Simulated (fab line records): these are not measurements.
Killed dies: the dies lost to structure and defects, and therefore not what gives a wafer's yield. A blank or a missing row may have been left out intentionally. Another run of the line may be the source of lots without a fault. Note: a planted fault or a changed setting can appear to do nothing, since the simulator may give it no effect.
Split-lot experiment    flow sfq_line    5 lots, 14 wafers read, on a route of 325 steps

## ON THE SPLIT
At SFQ_TRILAYER_M3_LITHO_COAT_075 (resist thk 600 nm), the setting spin_rpm was moved away from the recipe's 3000 rpm on 6 of the 14 wafers read, by -5.6% to +3.3%. All remaining wafers had this setting at the recipe value.

Split to reading: the file shows no intervening step.

## THE READING
KrF_of_TRILAYER_M3_LITHO_COAT_075.thk_nm (the simulator's own value, which no gauge read), in nm, at SFQ_TRILAYER_M3_ETCH_METAL_ETCH_078 (etches Nb in Cl2/Ar, stops on SiO2, target depth 240 nm, time 120 s). The file does not state a usual value for it. The 8 wafers here that ran the recipe average 379.6 nm, standard deviation 3.1 nm.

wafer   tool, chamber at the split  spin_rpm as run, rpm  against the recipe  KrF_of_TRILAYER_M3_LITHO_COAT_075.thk_nm, nm  against lot-mates on the recipe
L074.1  litho_track-01, 0           2904                  -3.2%               385.8                                         +8.3
L074.2  litho_track-01, 0           3000                  recipe              377.5                                         -
L074.3  litho_track-01, 0           2904                  -3.2%               388.6                                         +11.1
L077.1  litho_track-03, 0           3000                  recipe              378                                           -
L077.4  litho_track-03, 0           3000                  recipe              378.7                                         -
L077.5  litho_track-03, 0           3000                  recipe              377.8                                         -
L082.1  litho_track-03, 0           2908                  -3.1%               389.2                                         +8.9
L082.4  litho_track-03, 0           2908                  -3.1%               390.8                                         +10.5
L082.5  litho_track-03, 0           3000                  recipe              380.3                                         -
L084.1  litho_track-03, 0           3000                  recipe              386.6                                         -
L084.6  litho_track-03, 0           2832                  -5.6%               395.1                                         +8.5
L085.1  litho_track-04, 0           3000                  recipe              376                                           -
L085.3  litho_track-04, 0           3000                  recipe              381.9                                         -
L085.4  litho_track-04, 0           3100                  +3.3%               371.1                                         -7.8

THE FIT
A straight line over all 14 wafers: KrF_of_TRILAYER_M3_LITHO_COAT_075.thk_nm changes by -2.75 nm for each +1% of spin_rpm; r = -0.92; the points scatter about the line by 2.8 nm.
The same after taking each lot's own level away (the mean of its wafers on the recipe; 14 wafers): -2.32 nm for each +1%; r = -0.92; scatter 2.3 nm.
The reading moves by 13 nm for the largest change in spin_rpm, on that fit.
From 377.50 to 386.60 nm: that is the span of the lots' own levels, equal to 2.9 times the standard deviation above.
In other words, the slope is changed by the lot-to-lot level; the two fits disagree.
Check: with one of the wafers moved furthest among these (-5.6%) left out of the fit, the line predicts +16.4 nm for it against its lot-mates. Against them it came out at +8.5 nm.

## FURTHER SPLITS ON THESE WAFERS
These wafers also went through other splits before the reading. Each is held against what the fit with the lots' levels taken away leaves over:
other split on the same wafers                     wafers away from the commonest value  r with KrF_of_TRILAYER_M3_LITHO_COAT_075.thk_nm (lot level and that fit taken away)
SFQ_TRILAYER_M1_LITHO_EXPOSE_040 dose_mj           2                                     +0.06
SFQ_TRILAYER_I1_CMP_CMP_046 leave_above_ref_nm     5                                     -0.35
SFQ_TRILAYER_I1_VIA_BARC_OPEN_VIA_ETCH_071 bias_w  4                                     -0.46
SFQ_TRILAYER_M2_LITHO_EXPOSE_058 dose_mj           4                                     -0.06
SFQ_TRILAYER_I2_CMP_CMP_064 down_force_psi         5                                     +0.40
SFQ_TRILAYER_M3_DEP_SPUTTER_073 time_s             0                                     -

## THE WHOLE CHAIN: every reading that the file lists as answering this split, in the file's order
step                                 what it does                                                         reading                                                                                    change (the file's fit)               r (the file's)
SFQ_TRILAYER_M3_LITHO_COAT_075       resist thk 600 nm                                                    KrF_of_TRILAYER_M3_LITHO_COAT_075.thk_nm (the simulator's own value, which no gauge read)  -3.05 nm for each +1% of the setting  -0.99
SFQ_TRILAYER_M3_ETCH_METAL_ETCH_078  etches Nb in Cl2/Ar, stops on SiO2, target depth 240 nm, time 120 s  KrF_of_TRILAYER_M3_LITHO_COAT_075.thk_nm (the simulator's own value, which no gauge read)  -2.26 nm for each +1% of the setting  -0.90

## FILE'S OWN FIT
KrF_of_TRILAYER_M3_LITHO_COAT_075.thk_nm changes by -2.26 nm for each +1% of spin_rpm, r = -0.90.
